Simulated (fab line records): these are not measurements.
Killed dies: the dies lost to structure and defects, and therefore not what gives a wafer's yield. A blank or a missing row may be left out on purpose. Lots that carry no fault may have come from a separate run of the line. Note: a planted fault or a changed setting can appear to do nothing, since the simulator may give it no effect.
A single fault, viewed from 2 desks | flow sky130 | every desk sees just its own numbers, and what lay behind them comes last

## THE METROLOGY DESK
Lot by lot, what the gauges showed, no matter which tool ran the lot: averages of those sampled wafers that carry a number. A lot is out of limits, marked OUT, if its mean lies more than 4 standard deviations from the usual mean; the brackets give that distance.
Columns: A = GATE_OXIDE_OXIDATION_00_THK at SKY_GATE_OXIDE_THK_MEAS_02, usual 10.26 nm; B = LOCAL_INTERCONNECT_TIN_RS at SKY_LOCAL_INTERCONNECT_RS_MEAS_01, usual 14.07 ohm/sq
lot  | first seen here | A     | B
L781 | day 13 18:32    | 10.47 | 14.08
L782 | day 13 22:40    | 10.16 | 14.06
L787 | day 15 12:48    | 9.59  | 14.24
L788 | day 16 10:45    | 9.77  | 14.21
L792 | day 17 12:38    | 10.51 | 14.41
L793 | day 18 01:05    | 10.62 | 14.48
L797 | day 19 09:21    | 10.35 | 13.81
L798 | day 19 12:33    | 10.33 | 13.78
L799 | day 19 22:48    | 10.29 | 14.42
L801 | day 20 19:56    | 10.19 | 14.01
This desk's verdict: no lot among the 10 shows anything out of limits.

## DESK OF THE TOOL OWNER: furnace-02
The tool's own readings at SKY_GATE_OXIDE_OXIDATION_01 (stabilise 600 s, purge 300 s, target thk 10.268 nm): means of the sampled wafers that have a number, for each lot that ran on this tool. A lot is out of limits, marked OUT, if its mean lies more than 4 standard deviations from the usual mean; the brackets give that distance.
Columns: A = spikeTcBottomC at SKY_GATE_OXIDE_OXIDATION_01, usual 921.4 C; B = spikeTcCentreC at SKY_GATE_OXIDE_OXIDATION_01, usual 899.6 C; C = spikeTcLowerC at SKY_GATE_OXIDE_OXIDATION_01, usual 901.2 C; D = spikeTcTopC at SKY_GATE_OXIDE_OXIDATION_01, usual 907.6 C; E = spikeTcUpperC at SKY_GATE_OXIDE_OXIDATION_01, usual 902.2 C; F = tubeCenterTempC at SKY_GATE_OXIDE_OXIDATION_01, usual 900.01 C; G = tube_center_temp_C_max at SKY_GATE_OXIDE_OXIDATION_01, usual 902.3
lot  | first seen here | A                | B                | C                | D     | E                | F                | G
L781 | day 13 17:07    | 918.7            | 898.0            | 901.1            | 902.9 | 900.4            | 900.13           | 902.4
L782 | day 13 21:16    | 918.7            | 897.3            | 900.1            | 904.3 | 900.5            | 900.01           | 902.4
L787 | day 15 11:23    | 912.5 (-4.0) OUT | 892.1 (-4.7) OUT | 893.9 (-6.1) OUT | 897.8 | 894.3 (-5.3) OUT | 893.79 (-69) OUT | 896.1 (-17) OUT
L788 | day 16 09:20    | 913.4            | 890.7 (-5.5) OUT | 894.5 (-5.6) OUT | 898.6 | 894.2 (-5.4) OUT | 893.76 (-69) OUT | 896.1 (-17) OUT
L801 | day 20 18:32    | 918.6            | 897.9            | 900.7            | 903.3 | 900.7            | 900.03           | 902.4
Finding of this desk: L787, L788 out of limits; the first was L787 at day 15 11:23, on spikeTcBottomC at SKY_GATE_OXIDE_OXIDATION_01. L781, L782, L801 stayed within limits.

## PUT TOGETHER
The tool owner's desk could have raised an alarm at day 15 11:23, on L787, L788.
The metrology desk saw nothing out of limits.
The metrology desk holds a record of L787, L788, inside its limits.
Every lot named ran SKY_GATE_OXIDE_OXIDATION_01 on furnace-02.

## WHAT THE SIMULATOR PUT IN
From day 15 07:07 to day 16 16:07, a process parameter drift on furnace-02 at SKY_GATE_OXIDE_OXIDATION_01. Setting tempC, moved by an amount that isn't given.
Shown lots that were struck: L787, L788.
Each desk's first reading out of limits, in hours after the fault started: the tool owner's desk, 4.
